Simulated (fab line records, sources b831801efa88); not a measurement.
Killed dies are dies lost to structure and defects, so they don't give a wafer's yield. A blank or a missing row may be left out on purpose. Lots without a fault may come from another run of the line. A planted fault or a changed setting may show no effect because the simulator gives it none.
Which tool did it? | flow gf180mcu | 13 lots, 36 wafers sampled, at 6 steps of a route of 602

WHAT THE GAUGES READ, wafer by wafer
GF_M3_RS_MEAS_05: measures by four-point-probe. Usual: M3_ALCU_RS 0.0695 ohm/sq, standard deviation 0.00091.
lot  | measured     | on            | M3_ALCU_RS (ohm/sq)  | flag
L815 | day 20 11:43 | film_metro-02 | 0.0689 0.0693 0.0696 |
L816 | day 20 19:04 | film_metro-03 | 0.0707 0.0705 0.0700 |
L817 | day 21 05:52 | film_metro-03 | 0.0703 0.0715 0.0703 |
L820 | day 22 13:41 | film_metro-04 | 0.0686 0.0693 0.0699 |
L821 | day 22 22:35 | film_metro-03 | 0.0707 0.0704 0.0705 |
L822 | day 23 05:19 | film_metro-04 | 0.0682 0.0687 0.0684 |
L823 | day 23 10:59 | film_metro-02 | 0.0707 0.0710 0.0707 |
L824 | day 23 21:43 | film_metro-04 | 0.0677 0.0688 0.0685 |
L825 | day 24 06:53 | film_metro-03 | 0.0685 0.0693 0.0697 |
L828 | day 25 04:47 | film_metro-04 | 0.0694 0.0684        |
L829 | day 25 09:14 | film_metro-02 | 0.0682 0.0681        |
L834 | day 26 22:50 | film_metro-02 | 0.0711 0.0703        |
L838 | day 27 23:08 | film_metro-02 | 0.0696 0.0690 0.0695 |

GF_V3_THK_MEAS_03. Usual: V3_CVD_02_THK 848 nm, standard deviation 11.
lot  | measured     | on            | V3_CVD_02_THK (nm) | flag
L815 | day 21 12:42 | film_metro-02 | 834 850 859        |
L816 | day 21 19:38 | film_metro-02 | 837 836 857        |
L817 | day 22 06:49 | film_metro-03 | 830 839 856        |
L820 | day 23 13:47 | film_metro-02 | 845 854 867        |
L821 | day 23 22:21 | film_metro-03 | 835 846 842        |
L822 | day 24 04:33 | film_metro-03 | 855 842 856        |
L823 | day 24 10:20 | film_metro-01 | 838 832 850        |
L824 | day 24 20:34 | film_metro-02 | 848 855 851        |
L825 | day 25 05:48 | film_metro-01 | 858 876 865        |
L828 | day 26 03:21 | film_metro-01 | 848 1219           | OFF
L829 | day 26 07:28 | film_metro-03 | 1214 1243          | OFF
L834 | day 27 19:40 | film_metro-02 | 830 1217           | OFF
L838 | day 28 19:25 | film_metro-01 | 843 853 851        |

GF_V3_OVL_MEAS_15. Usual: V3_OVL 0 nm, standard deviation 5.4.
lot  | measured     | on         | V3_OVL (nm) | flag
L815 | day 22 12:33 | overlay-02 | -10 -4 0    |
L816 | day 22 19:40 | overlay-01 | 1 3 0       |
L817 | day 23 07:13 | overlay-02 | 1 3 1       |
L820 | day 24 12:25 | overlay-01 | 0 0 7       |
L821 | day 24 20:57 | overlay-01 | 1 2 5       |
L822 | day 25 02:28 | overlay-01 | 2 6 2       |
L823 | day 25 09:16 | overlay-01 | 0 -3 0      |
L824 | day 25 18:17 | overlay-01 | 3 3 0       |
L825 | day 26 03:33 | overlay-02 | -7 5 -3     |
L828 | day 27 00:48 | overlay-02 | -3 4        |
L829 | day 27 04:25 | overlay-02 | 3 11        |
L834 | day 28 15:12 | overlay-02 | 4 -1        |
L838 | day 29 14:16 | overlay-01 | 0 3 -3      |

WHICH TOOL RAN EACH LOT (tool, then ch and the chambers of the sampled wafers, then the start)
lot  | GF_V2_SPUTTER_21             | GF_V3_CVD_02                    | GF_V3_CMP_04
L815 | pvd_sputter-04, day 20 10:18 | pecvd-01 ch 0,1, day 21 12:37   | cmp-01 ch 1,2, day 21 12:47
L816 | pvd_sputter-02, day 20 18:05 | pecvd-04 ch 0,2, day 21 19:34   | cmp-02 ch 0,2,3, day 21 19:44
L817 | pvd_sputter-02, day 21 04:53 | pecvd-01 ch 1,2, day 22 06:44   | cmp-02 ch 0,1,2, day 22 06:52
L820 | pvd_sputter-03, day 22 12:44 | pecvd-03 ch 0,1,2, day 23 13:41 | cmp-02 ch 1,2,3, day 23 13:55
L821 | pvd_sputter-03, day 22 21:37 | pecvd-01 ch 1,2, day 23 22:16   | cmp-01 ch 0,2,3, day 23 22:26
L822 | pvd_sputter-02, day 23 04:23 | pecvd-03 ch 1,2, day 24 04:28   | cmp-01 ch 0,1,3, day 24 04:36
L823 | pvd_sputter-04, day 23 10:04 | pecvd-03 ch 0,1,2, day 24 10:16 | cmp-01 ch 1,2, day 24 10:23
L824 | pvd_sputter-02, day 23 20:49 | pecvd-01 ch 0,1,2, day 24 20:30 | cmp-02 ch 0,1, day 24 20:38
L825 | pvd_sputter-02, day 24 05:58 | pecvd-03 ch 0,1, day 25 05:43   | cmp-01 ch 1,2,3, day 25 05:51
L828 | pvd_sputter-04, day 25 03:51 | pecvd-03 ch 0,1, day 26 03:16   | cmp-01 ch 0,1, day 26 03:24
L829 | pvd_sputter-02, day 25 08:17 | pecvd-03 ch 1,2, day 26 07:23   | cmp-02 ch 1,3, day 26 07:41
L834 | pvd_sputter-02, day 26 21:55 | pecvd-03 ch 0,2, day 27 19:34   | cmp-02 ch 0,3, day 27 19:46
L838 | pvd_sputter-02, day 27 22:10 | pecvd-01 ch 0,1,2, day 28 19:20 | cmp-02 ch 0,1,3, day 28 19:34
- GF_V2_SPUTTER_21: material Ti, target thk 15 nm, time 80.02 s.
- GF_V3_CVD_02: deposits SiO2 from TEOS, target thk 850 nm, time 94.851 s.
- GF_V3_CMP_04: polishes SiO2.

WHAT THE TOOLS THEMSELVES READ (means of the sampled wafers that have a number; where no wafer has one, the mark that the record gives instead)
GF_V2_SPUTTER_21. Usual: throttle_valve_pct 29.5 %, standard deviation 0.98.
lot  | tool           | throttle_valve_pct (%) | flag
L815 | pvd_sputter-04 | 30.1                   |
L816 | pvd_sputter-02 | 29.3                   |
L817 | pvd_sputter-02 | 29.8                   |
L820 | pvd_sputter-03 | 29.0                   |
L821 | pvd_sputter-03 | 29.6                   |
L822 | pvd_sputter-02 | 29.1                   |
L823 | pvd_sputter-04 | 29.6                   |
L824 | pvd_sputter-02 | 29.2                   |
L825 | pvd_sputter-02 | 29.2                   |
L828 | pvd_sputter-04 | 30.2                   |
L829 | pvd_sputter-02 | 29.1                   |
L834 | pvd_sputter-02 | 29.4                   |
L838 | pvd_sputter-02 | 30.7                   |

GF_V3_CVD_02. Usual: heater_power_w 626 W, standard deviation 75.
lot  | tool     | heater_power_w (W) | flag
L815 | pecvd-01 | 667                |
L816 | pecvd-04 | 719                |
L817 | pecvd-01 | 678                |
L820 | pecvd-03 | 597                |
L821 | pecvd-01 | 625                |
L822 | pecvd-03 | 630                |
L823 | pecvd-03 | 613                |
L824 | pecvd-01 | 634                |
L825 | pecvd-03 | 578                |
L828 | pecvd-03 | 601                |
L829 | pecvd-03 | 629                |
L834 | pecvd-03 | 622                |
L838 | pecvd-01 | 617                |

GF_V3_CMP_04. Usual: motor_current_A 11.8 A, standard deviation 1.3; time_to_endpoint_s 80 s, standard deviation 5.3.
lot  | tool   | motor_current_A (A) | time_to_endpoint_s (s) | flag
L815 | cmp-01 | 12.9                | 82                     |
L816 | cmp-02 | 11.2                | 77                     |
L817 | cmp-02 | 12.6                | 78                     |
L820 | cmp-02 | 12.1                | 86                     |
L821 | cmp-01 | 10.9                | 78                     |
L822 | cmp-01 | 10.9                | 77                     |
L823 | cmp-01 | 12.6                | 81                     |
L824 | cmp-02 | 12.7                | 83                     |
L825 | cmp-01 | 11.9                | 85                     |
L828 | cmp-01 | 11.6                | 150                    | OFF
L829 | cmp-02 | 12.1                | 225                    | OFF
L834 | cmp-02 | 11.5                | 148                    | OFF
L838 | cmp-02 | 12.1                | 79                     |

THE ANSWER, worked out from the rows above alone
Rule: a lot is off if the mean of its wafers that have a number lies more than 3 standard deviations from the usual mean. A lot without any number at a reading at which 4 lots or more have one is off too. The other lots that the step has rows for count as sound. The gauges are gone through in route order, then the tools' own readings, and for those a lot's mean is taken as printed above. The first step at which some lot is off is used, and at that step the reading that is off furthest; a lot without a number counts as furthest.
Off: L828, L829, L834, at GF_V3_THK_MEAS_03 (V3_CVD_02_THK).
A tool fits if, at a process step before that reading, it ran every lot that is off, and no sound lot after the first of them. The gauges at GF_V3_THK_MEAS_03 aren't tried: what is off there is off at GF_V3_CMP_04 too, on other tools, and a gauge's error can't cause that. One fits: pecvd-03 at GF_V3_CVD_02. Its last sound lot is L825 (day 25 05:43), its first lot that is off L828 (day 26 03:16): a fault that began between those two fits.

WHAT THE SIMULATOR HAD PUT IN
Process parameter drift: pecvd-03, from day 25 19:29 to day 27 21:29, at GF_V3_CVD_02. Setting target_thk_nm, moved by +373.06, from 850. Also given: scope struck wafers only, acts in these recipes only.
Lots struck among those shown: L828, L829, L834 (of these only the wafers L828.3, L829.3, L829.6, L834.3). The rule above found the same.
